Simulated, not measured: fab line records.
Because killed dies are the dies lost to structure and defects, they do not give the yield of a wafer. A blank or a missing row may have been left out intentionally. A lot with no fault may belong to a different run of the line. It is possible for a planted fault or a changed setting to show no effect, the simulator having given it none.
A lot that was struck, set against a sound lot || flow gf180mcu || 17 steps out of a route of 602
Sound: these wafers, L600.1, L600.2, L600.4. Wafers L609.4, L609.5, L609.6 were the ones struck. At the end, the cause is stated.
Per side, at each step with rows, come the tool, then ch with its chambers, and then its first start. Under that, the readings that differ: sound wafers || struck wafers || difference of the means || sigmas: that difference in standard deviations of wafers without a fault.
alike: same words and numbers on both sides, and readings whose means sit less than 2 such deviations apart. not compared: any withheld reading, any reading some wafer has no value for, any bound like >300 that may hide the same value, and any number with overlapping values for which the record gives no deviation.
Wherever a step has rows on one side only, a row that says differs or no value, or a row with sigmas, the two part there. When numbers do not overlap yet have no deviation, they are printed without sigmas and do not part them. A reading missing from all wafers of one side parts the sides only when that side holds two or more wafers.

first, 2 steps without rows for these wafers: GF_HV_LDD_PEB_44; GF_HV_LDD_DEVELOP_45 (develop time 60 s).
GF_HV_LDD_CD_MEAS_46: target cd 400 nm.
  sound: cd sem-02 at day 14 10:35; struck: cd sem-01 at day 17 03:23
  alike: cd nm
GF_HV_LDD_OVL_MEAS_47:
  sound: overlay-02 at day 14 10:43; struck: overlay-02 at day 17 03:28
  alike: HV_LDD_03_OVL
after that, 1 step had no rows for these wafers: GF_HV_LDD_IMPLANT_48.
GF_HV_LDD_STRIP_49: strips in O2/N2.
  sound on plasma asher-02 ch 0,1, day 14 10:53; struck on plasma asher-03 ch 0,1, day 17 03:40
  alike: drypump motor current A, heater power w, oes product au, strip time to endpoint s
  not compared: rf hours counter h
GF_HV_LDD_TW_MEAS_50:
  sound: film metro-01 at day 14 10:59; struck: film metro-01 at day 17 03:46
  alike: HV_LDD_4_TW
then, 1 step without rows for these wafers: GF_HV_LDD_CLEAN_51 (cleans in SC1/SC2, time 150 s).
GF_HV_LDD_RTA_52: time 10 s.
  sound on rtp anneal-01 ch 0, day 14 11:06; struck on rtp anneal-02 ch 0, day 17 03:52
{"reading": "lamp power pct (%)", "sound": "31.0 31.0 31.0", "struck": "27.7 27.7 27.7", "difference": -3.3, "sigmas": -2}
{"reading": "wafer_temp_C_max", "sound": "1004.6 1004.6 1004.6", "struck": "1002.2 1001.5 1002.6", "difference": -2.5, "sigmas": -2}
GF_HV_LDD_RS_MEAS_53: measures by four-point-probe.
  sound: film metro-02 at day 14 11:10; struck: film metro-04 at day 17 04:00
  alike: HV_LDD_RS
then, 1 step without rows for these wafers: GF_HV_LDD_CVD_54 (deposits SiO2 from TEOS, target thk 10 nm, time 75 s).
GF_HV_LDD_THK_MEAS_55:
  sound: film metro-02 at day 14 12:58; struck: film metro-04 at day 17 05:37
  alike: HV_LDD_CVD_54_THK
GF_HV_LDD_CVD_56: deposits Si3N4 from DCS/NH3, target thk 90 nm, time 1543 s.
  sound on lpcvd-01 ch 0, day 14 13:01; struck on lpcvd-02 ch 0, day 17 05:39
{"reading": "model.Si3N4_of_HV_LDD_CVD_56.thk nm (nm)", "sound": "90.54 90.66 90.86", "struck": "96.92 96.94 97.42", "difference": "+6.41", "sigmas": ""}
  alike: zone power top pct, zone power upper pct
GF_HV_LDD_THK_MEAS_57:
  sound: film metro-01 at day 14 14:27; struck: film metro-04 at day 17 07:07
{"reading": "HV_LDD_CVD_56_THK (nm)", "sound": "90.5 90.6 90.8", "struck": "96.9 96.8 97.5", "difference": "+6.4", "sigmas": "+8"}
GF_HV_LDD_ETCHBACK_58: etches Si3N4 in CH3F/O2, stops on SiO2, time 100 s, target depth 90 nm.
  sound on rie diel-03 ch 0,1,3, day 14 14:31; struck on rie diel-02 ch 0,2,3, day 17 07:08
{"reading": "oes product au (a.u.)", "sound": "0.847 0.848 0.849", "struck": "0.882 0.877 0.877", "difference": "+0.031", "sigmas": "+5"}
{"reading": "model.etch.depth nm (nm)", "sound": "90.54 90.66 90.86", "struck": "96.92 96.94 97.42", "difference": "+6.41", "sigmas": ""}
  alike: drypump motor current A, throttle valve pct
  not compared: rf hours counter h
then, 1 step without rows for these wafers: GF_NSD_DEHYDRATE_00 (time 60 s).
-- the record jumps here: 16 days lie between the struck wafers' starts before and after (it left off in module NSD and takes up again in module PASSIVATION, whose first step shown is number 602 of the route) --
GF_PASSIVATION_PROBE_99:
  only the struck wafers here have rows in the record (prober-01, day 32 23:00); the sound ones have none

== WHERE THEY PART ==
Earliest at GF_HV_LDD_RTA_52; latest, in this record, at GF_PASSIVATION_PROBE_99.

WHY: what had been put in by the simulator
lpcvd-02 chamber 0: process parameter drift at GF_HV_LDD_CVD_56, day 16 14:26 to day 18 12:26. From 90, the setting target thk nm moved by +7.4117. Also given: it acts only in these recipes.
